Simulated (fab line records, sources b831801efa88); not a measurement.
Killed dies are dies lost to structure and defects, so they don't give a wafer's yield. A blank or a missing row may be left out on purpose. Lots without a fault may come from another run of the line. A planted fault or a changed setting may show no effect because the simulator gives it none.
A struck lot beside a sound one | flow sky130 | 15 steps out of a route of 708
Sound: wafers L511.4, L511.5, L511.6. Struck: wafers L504.1, L504.2, L504.6. The cause comes at the end.
At each step with rows: each side's tool, then ch and its chambers, then its first start. Under that, the readings that differ: sound wafers | struck wafers | difference of the means | sigmas: that difference in standard deviations of wafers without a fault.
alike: readings whose means differ by less than 2 such deviations, and words and numbers that are the same on both sides. not compared: withheld readings, readings that some wafer has no value for, bounds like >300 that may hide the same value, and numbers for which the record gives no deviation and whose values overlap.
The two part at a step that has a row with sigmas, a row that says differs or no value, or rows on one side only. Numbers that don't overlap but have no deviation are shown without sigmas and don't part them. A reading that every wafer of one side lacks parts them only if that side has two wafers or more.

SKY_METAL2_SPUTTER_02: material AlCu, target thk 250 nm, time 13.3 s.
  sound on pvd_sputter-03, day 39 00:25; struck on pvd_sputter-03, day 37 00:41
  alike: throttle_valve_pct
SKY_METAL2_SPUTTER_03: material Ti, target thk 5 nm, time 3.3 s.
  sound on pvd_sputter-03, day 39 00:26; struck on pvd_sputter-03, day 37 00:42
  alike: throttle_valve_pct
SKY_METAL2_SPUTTER_04: material TiN, target thk 70 nm, time 56.74 s.
  sound on pvd_sputter-03, day 39 00:28; struck on pvd_sputter-03, day 37 00:43
  alike: throttle_valve_pct
SKY_METAL2_RS_MEAS_05: measures by four-point-probe.
  sound on film_metro-02, day 39 00:34; struck on film_metro-03, day 37 00:46
  alike: METAL2_ALCU_RS
SKY_METAL2_THK_MEAS_06: measures by xrf.
  sound on film_metro-02, day 39 00:40; struck on film_metro-03, day 37 00:53
  alike: METAL2_ALCU_THK
then, 7 steps without rows for these wafers: SKY_METAL2_DEHYDRATE_07 (time 60 s); SKY_METAL2_HMDS_08 (prime time 60 s); SKY_METAL2_COAT_09 (resist thk 60 nm); SKY_METAL2_COAT_10 (resist thk 450 nm); SKY_METAL2_SOFTBAKE_11 (time 90 s); SKY_METAL2_EXPOSE_12 (exposes mask MM2, target cd 140 nm); SKY_METAL2_PEB_13.
SKY_METAL2_DEVELOP_14: develop time 60 s.
  sound on litho_track-02 ch 0, day 40 00:00; struck on litho_track-04 ch 0, day 38 02:00
  reading              | sound             | struck            | difference | sigmas
  developer_temp_C (C) | 20.81 20.94 21.11 | 21.77 21.85 21.92 | +0.89      | +9
SKY_METAL2_CD_MEAS_15: target cd 140 nm.
  sound on cd_sem-02, day 40 00:45; struck on cd_sem-02, day 38 02:38
  alike: cd_nm
-- the record jumps here: 10 days lie between the struck wafers' starts before and after (it left off in module METAL2 and takes up again in module PAD_OPEN, whose first step shown is number 708 of the route) --
SKY_PAD_OPEN_PROBE_99:
  sound on prober-02, day 49 12:40; struck on prober-01, day 48 03:19
  alike: defect_limited_yield, killed_at_M0_to_M3, killed_at_M4_up, killed_at_contacts, killed_at_front_end, killed_at_other, killed_dies, killed_open, killed_short, sort_bin_3_pad_short, sort_bin_5_function, sort_bin_6_memory, sort_n_pass, sort_yield_pct

WHERE THEY PART
Only at SKY_METAL2_DEVELOP_14, within this record. Later steps at which nothing parts them and some readings are alike: SKY_METAL2_CD_MEAS_15, SKY_PAD_OPEN_PROBE_99.

WHY: what the simulator had put in
Process parameter drift: litho_track-04, from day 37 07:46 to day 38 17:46, at SKY_METAL2_DEVELOP_14. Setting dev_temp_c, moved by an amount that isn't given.
